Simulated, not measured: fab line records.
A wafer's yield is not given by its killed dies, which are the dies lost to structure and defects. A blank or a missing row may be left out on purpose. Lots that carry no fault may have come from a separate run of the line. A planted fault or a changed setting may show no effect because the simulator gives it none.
Which tool is to blame?    flow gf180mcu    6 lots, 18 wafers sampled, at 1 step of a route of 602

WHAT THE GAUGES READ, wafer by wafer
GF_V1_OVL_MEAS_15.
lot   measured      on          V1_OVL (nm)
L797  day 18 13:55  overlay-01  7 3 3
L799  day 19 07:11  overlay-01  2 5 -3
L801  day 20 08:18  overlay-01  8 5 10
L806  day 22 09:33  overlay-01  -6 0 2
L813  day 24 17:11  overlay-01  -1 2 3
L819  day 26 12:13  overlay-02  8 9 9

WHAT TOOL EACH LOT RAN ON (gives the tool, then ch and the chambers of the sampled wafers, and finally the start)
No process step before these readings appears in the record.

THE ANSWER, worked out from the rows above alone
Rule: what is usual is taken from the lots themselves. Put in order of their means at a reading, lots are off if they are a third of the lots or fewer, leave a main group of 4 or more, and stand apart from it by a gap of 3 or more times the standard deviation of the main group's means; of several such gaps the widest counts. Not used: any main group whose means are identical at the precision the tables above print for the reading. A lot without any number at a reading at which 4 lots or more have one is off too. Where the step has rows for the other lots, those lots are counted as sound.
Nothing can be told from this: no lot is off at any reading shown.

WHAT THE SIMULATOR PUT IN
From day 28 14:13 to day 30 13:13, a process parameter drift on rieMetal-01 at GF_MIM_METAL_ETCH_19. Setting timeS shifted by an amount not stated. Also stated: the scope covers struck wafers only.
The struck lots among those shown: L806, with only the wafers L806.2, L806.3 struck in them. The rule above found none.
